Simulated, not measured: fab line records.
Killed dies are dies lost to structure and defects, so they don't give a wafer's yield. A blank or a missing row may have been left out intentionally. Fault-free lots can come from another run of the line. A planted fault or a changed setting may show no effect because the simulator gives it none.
Chamber matching || flow sfqLine || SFQ_TRILAYER_L0_VIA_BARC_OPEN_VIA_ETCH_021 on rieDiel-04: 4 sister chambers
The step etches BARC in O2, target depth 125 nm, time 41.7 s. 4 wafers are shown with their chamber, then 9 later ones without.

== WAFERS WITH THEIR CHAMBER ==
{"wafer": "L926.5", "chamber": 2, "oesProductAu (a.u.)": 0.690}
{"wafer": "L928.1", "chamber": 0, "oesProductAu (a.u.)": 0.679}
{"wafer": "L928.2", "chamber": 1, "oesProductAu (a.u.)": 0.683}
{"wafer": "L928.3", "chamber": 3, "oesProductAu (a.u.)": 0.684}

== WAFERS MISSING THEIR CHAMBER ==
{"wafer": "L929.3", "oesProductAu (a.u.)": 0.687}
{"wafer": "L929.4", "oesProductAu (a.u.)": 0.685}
{"wafer": "L929.6", "oesProductAu (a.u.)": 0.683}
{"wafer": "L930.1", "oesProductAu (a.u.)": 0.686}
{"wafer": "L930.2", "oesProductAu (a.u.)": 0.687}
{"wafer": "L930.5", "oesProductAu (a.u.)": 0.687}
{"wafer": "L931.1", "oesProductAu (a.u.)": 0.690}
{"wafer": "L931.2", "oesProductAu (a.u.)": 0.690}
{"wafer": "L931.3", "oesProductAu (a.u.)": 0.682}

== EACH ONE'S CHAMBER ==
{"wafer": "L929.3", "from the rows above": "can't be placed: 2 or 3 or 1", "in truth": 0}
{"wafer": "L929.4", "from the rows above": "can't be placed: 3 or 1", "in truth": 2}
{"wafer": "L929.6", "from the rows above": "can't be placed: 1 or 3", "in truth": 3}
{"wafer": "L930.1", "from the rows above": "can't be placed: 3 or 1 or 2", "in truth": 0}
{"wafer": "L930.2", "from the rows above": "can't be placed: 2 or 3 or 1", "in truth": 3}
{"wafer": "L930.5", "from the rows above": "can't be placed: 2 or 3 or 1", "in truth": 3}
{"wafer": "L931.1", "from the rows above": 2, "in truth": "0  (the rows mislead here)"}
{"wafer": "L931.2", "from the rows above": 2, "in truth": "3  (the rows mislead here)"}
{"wafer": "L931.3", "from the rows above": "can't be placed: 1 or 3 or 0", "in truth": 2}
0 of 9 placed correctly. Unplaceable from these rows: 7, with the true chamber sitting among the candidates in 3. Placed wrongly: 2.
How it was worked out, from the rows above alone: a wafer's distance from a chamber is the root of the sum, over the readings, of the square of ((its reading less the chamber's mean) divided by the reading's scatter). If the next closest chamber is less than 2 further off than the closest, the wafer can't be placed; otherwise it belongs to the closest. A chamber's mean is the mean of its shown wafers. The scatter: with one shown wafer a chamber, the root of the mean of the squares of how far each hidden wafer lies from its nearest shown one.
